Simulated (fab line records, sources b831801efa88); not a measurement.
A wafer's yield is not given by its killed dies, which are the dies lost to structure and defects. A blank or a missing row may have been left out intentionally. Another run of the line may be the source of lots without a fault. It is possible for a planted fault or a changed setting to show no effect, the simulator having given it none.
One fault seen from 2 desks || flow gf180mcu || each desk holds nothing but its own numbers, with what lay behind them at the end

THE TOOL OWNER'S DESK: plasma_asher-03
The tool's own readings at GF_VT_IMPLANT_STRIP_31 (strips in O2/N2): means of the sampled wafers that have a number, for each lot that ran on this tool. Marked OUT: a lot whose mean sits more than 4 standard deviations from the usual mean, which makes it out of limits; the brackets give that distance.
Columns: A = chamber_pressure_mTorr at GF_VT_IMPLANT_STRIP_31, usual 1499.9 mTorr; B = drypump_motor_current_A at GF_VT_IMPLANT_STRIP_31, usual 5.9 A; C = heater_power_w at GF_VT_IMPLANT_STRIP_31, usual 332 W; D = oes_product_au at GF_VT_IMPLANT_STRIP_31, usual 0.716 a.u.; E = strip_time_to_endpoint_s at GF_VT_IMPLANT_STRIP_31, usual 12.63 s
{"lot": "L766", "first seen here": "day 7 08:58", "A": 1500.4, "B": 5.6, "C": 332, "D": 0.718, "E": 12.63}
{"lot": "L767", "first seen here": "day 7 15:27", "A": 1500.8, "B": 5.7, "C": 340, "D": 0.713, "E": 12.64}
{"lot": "L768", "first seen here": "day 7 22:21", "A": 1499.8, "B": 5.9, "C": 354, "D": 0.714, "E": 12.61}
{"lot": "L771", "first seen here": "day 8 17:16", "A": 1501.3, "B": 5.9, "C": 350, "D": 0.718, "E": 12.60}
{"lot": "L775", "first seen here": "day 9 20:41", "A": 1501.1, "B": 5.7, "C": 333, "D": 0.714, "E": 12.60}
{"lot": "L779", "first seen here": "day 10 22:16", "A": "1299.7 (-99 or more) OUT", "B": 5.9, "C": 354, "D": "0.689 (-5.3) OUT", "E": "13.31 (+20) OUT"}
{"lot": "L784", "first seen here": "day 12 08:38", "A": "1299.9 (-99 or more) OUT", "B": 5.9, "C": 350, "D": "0.693 (-4.7) OUT", "E": "13.22 (+17) OUT"}
Finding of this desk: L779, L784 out of limits; the first was L779 at day 10 22:16, on chamber_pressure_mTorr at GF_VT_IMPLANT_STRIP_31. L766, L767, L768, L771, L775: within limits.

AT THE METROLOGY DESK
What the gauges read, lot by lot, whatever tool the lot ran on: means of the sampled wafers that have a number. Marked OUT: a lot whose mean sits more than 4 standard deviations from the usual mean, which makes it out of limits; the brackets give that distance.
Columns: A = STI_CVD_23_THK at GF_STI_THK_MEAS_24, usual 649 nm; B = DNWELL_TW at GF_DNWELL_TW_MEAS_09, usual 1362
{"lot": "L766", "first seen here": "day 2 13:20", "A": 648, "B": 1365}
{"lot": "L767", "first seen here": "day 2 18:56", "A": 643, "B": 1368}
{"lot": "L768", "first seen here": "day 3 00:18", "A": 646, "B": 1358}
{"lot": "L769", "first seen here": "day 3 05:20", "A": 648, "B": 1355}
{"lot": "L771", "first seen here": "day 3 16:42", "A": 650, "B": 1366}
{"lot": "L772", "first seen here": "day 3 21:00", "A": 646, "B": 1364}
{"lot": "L773", "first seen here": "day 4 02:20", "A": 651, "B": 1368}
{"lot": "L774", "first seen here": "day 4 08:02", "A": 658, "B": 1361}
{"lot": "L775", "first seen here": "day 4 13:28", "A": 649, "B": 1369}
{"lot": "L776", "first seen here": "day 4 17:13", "A": 655, "B": 1355}
{"lot": "L779", "first seen here": "day 5 09:20", "A": 649, "B": 1356}
{"lot": "L780", "first seen here": "day 5 14:35", "A": 644, "B": 1357}
{"lot": "L784", "first seen here": "day 6 11:11", "A": 643, "B": 1366}
Result from this desk: across the 13 lots, nothing is out of limits.

PUT TOGETHER
The tool owner's desk had the chance to raise an alarm at day 10 22:16 on L779, L784.
The metrology desk saw nothing out of limits.
The metrology desk has L779, L784 on record, within its limits.
GF_VT_IMPLANT_STRIP_31 was run on plasma_asher-03 by each of the lots named.

WHAT HAD BEEN PUT IN BY THE SIMULATOR
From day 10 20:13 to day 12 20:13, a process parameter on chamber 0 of plasma_asher-03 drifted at GF_VT_IMPLANT_STRIP_31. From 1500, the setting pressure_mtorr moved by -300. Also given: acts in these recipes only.
Struck lots among those shown: L779, L784.
Delay in hours, fault start to first out-of-limits reading, by desk: the tool owner's desk at 2.
